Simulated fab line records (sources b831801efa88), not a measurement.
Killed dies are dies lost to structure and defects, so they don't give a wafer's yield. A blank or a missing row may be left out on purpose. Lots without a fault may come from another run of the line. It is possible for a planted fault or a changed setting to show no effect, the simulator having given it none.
What tool caused it? | flow gf180mcu | Sampling: 14 lots, 42 wafers, 4 of 602 route steps

## WHAT THE GAUGES SHOWED, per wafer
GF_PASSIVATION_THK_MEAS_03.
lot  | measured     | on            | PASSIVATION_CVD_02_THK (nm)
L394 | day 28 08:32 | film metro-04 | 699 705 713
L395 | day 28 19:43 | film metro-01 | 688 685 698
L398 | day 29 17:17 | film metro-04 | 703 696 711
L402 | day 30 14:40 | film metro-02 | 703 709 710
L401 | day 30 15:27 | film metro-04 | 692 700 712
L404 | day 31 06:40 | film metro-02 | 691 690 699
L403 | day 31 07:59 | film metro-01 | 700 706 701
L405 | day 31 14:41 | film metro-02 | 706 711 713
L406 | day 31 22:50 | film metro-02 | 697 689 706
L407 | day 31 23:19 | film metro-02 | 709 707 710
L408 | day 32 05:33 | film metro-01 | 706 695 719
L410 | day 32 22:35 | film metro-04 | 705 711 704
L411 | day 33 03:14 | film metro-04 | 690 717 713
L417 | day 33 23:44 | film metro-02 | 707 701 696

## EACH LOT AND THE TOOL THAT RAN IT (in order: tool; ch and the chambers of the sampled wafers; start)
lot  | GF_M1_SPUTTER_03             | GF_MIM_SPUTTER_04            | GF_MIM_SPUTTER_08
L394 | pvd sputter-02, day 16 09:21 | pvd sputter-02, day 24 16:28 | pvd sputter-04, day 24 16:38
L395 | pvd sputter-04, day 16 23:26 | pvd sputter-01, day 25 04:20 | pvd sputter-02, day 25 04:30
L398 | pvd sputter-01, day 18 01:23 | pvd sputter-01, day 26 05:31 | pvd sputter-02, day 26 05:42
L402 | pvd sputter-02, day 19 03:25 | pvd sputter-04, day 27 04:13 | pvd sputter-02, day 27 04:23
L401 | pvd sputter-04, day 19 03:48 | pvd sputter-01, day 27 04:34 | pvd sputter-04, day 27 04:44
L404 | pvd sputter-04, day 19 23:05 | pvd sputter-04, day 27 21:00 | pvd sputter-02, day 27 21:11
L403 | pvd sputter-02, day 19 23:59 | pvd sputter-02, day 27 23:40 | pvd sputter-02, day 27 23:51
L405 | pvd sputter-02, day 20 09:38 | pvd sputter-01, day 28 05:19 | pvd sputter-02, day 28 05:32
L406 | pvd sputter-01, day 20 20:24 | pvd sputter-04, day 28 15:13 | pvd sputter-01, day 28 15:27
L407 | pvd sputter-02, day 20 23:11 | pvd sputter-01, day 28 17:19 | pvd sputter-04, day 28 17:30
L408 | pvd sputter-02, day 21 07:29 | pvd sputter-01, day 28 23:55 | pvd sputter-04, day 29 00:05
L410 | pvd sputter-02, day 22 05:32 | pvd sputter-01, day 29 18:03 | pvd sputter-04, day 29 18:13
L411 | pvd sputter-02, day 22 11:08 | pvd sputter-01, day 30 00:00 | pvd sputter-02, day 30 00:10
L417 | pvd sputter-04, day 23 17:47 | pvd sputter-02, day 30 22:51 | pvd sputter-02, day 30 23:02
- GF_M1_SPUTTER_03: material Ti, target thk 10 nm, time 6.7 s.
- GF_MIM_SPUTTER_04: material TiN, target thk 50 nm, time 41.7 s.
- GF_MIM_SPUTTER_08: material AlCu, target thk 200 nm, time 10.6 s.

## WHAT THE TOOLS THEMSELVES READ (means of the sampled wafers that have a number; where no wafer has one, the mark that the record gives instead)
GF_M1_SPUTTER_03.
lot  | tool           | throttle valve pct (%)
L394 | pvd sputter-02 | 31.9
L395 | pvd sputter-04 | 29.1
L398 | pvd sputter-01 | 30.4
L402 | pvd sputter-02 | 32.0
L401 | pvd sputter-04 | 29.5
L404 | pvd sputter-04 | 29.2
L403 | pvd sputter-02 | 31.0
L405 | pvd sputter-02 | 31.0
L406 | pvd sputter-01 | 29.8
L407 | pvd sputter-02 | 31.5
L408 | pvd sputter-02 | 31.8
L410 | pvd sputter-02 | 31.1
L411 | pvd sputter-02 | 31.1
L417 | pvd sputter-04 | 29.1

GF_MIM_SPUTTER_04.
lot  | tool           | throttle valve pct (%)
L394 | pvd sputter-02 | 31.0
L395 | pvd sputter-01 | 30.7
L398 | pvd sputter-01 | 30.2
L402 | pvd sputter-04 | 28.4
L401 | pvd sputter-01 | 30.7
L404 | pvd sputter-04 | 28.8
L403 | pvd sputter-02 | 31.0
L405 | pvd sputter-01 | 30.7
L406 | pvd sputter-04 | 28.9
L407 | pvd sputter-01 | 30.7
L408 | pvd sputter-01 | 29.9
L410 | pvd sputter-01 | 29.7
L411 | pvd sputter-01 | 29.3
L417 | pvd sputter-02 | 30.9

GF_MIM_SPUTTER_08.
lot  | tool           | throttle valve pct (%)
L394 | pvd sputter-04 | 29.2
L395 | pvd sputter-02 | 30.9
L398 | pvd sputter-02 | 31.7
L402 | pvd sputter-02 | 31.7
L401 | pvd sputter-04 | 29.0
L404 | pvd sputter-02 | 31.3
L403 | pvd sputter-02 | 30.5
L405 | pvd sputter-02 | 31.6
L406 | pvd sputter-01 | 30.3
L407 | pvd sputter-04 | 28.9
L408 | pvd sputter-04 | 29.1
L410 | pvd sputter-04 | 29.3
L411 | pvd sputter-02 | 31.2
L417 | pvd sputter-02 | 31.0

## THE ANSWER, worked out from the rows above alone
Rule: what is usual is taken from the lots themselves. The widest of any qualifying gaps counts: lots, ordered by their means at a reading, are off when they make up no more than a third of the lots, leave a main group of 4 or more, and stand apart from it by 3 or more times the standard deviation of that group's means. Not used: any main group whose means are identical at the precision the tables above print for the reading. Also off: a lot with no number at a reading for which 4 or more lots have one. The other lots that the step has rows for count as sound. Order of review: gauges by route order, followed by the tools' own readings, for which a lot's mean as printed above is used. At the first step where some lot is off, the reading lying furthest off is the one used; lots without a number count as furthest.
No lot is off on any of the readings shown, so nothing can be concluded from this.

## WHAT THE SIMULATOR PUT IN
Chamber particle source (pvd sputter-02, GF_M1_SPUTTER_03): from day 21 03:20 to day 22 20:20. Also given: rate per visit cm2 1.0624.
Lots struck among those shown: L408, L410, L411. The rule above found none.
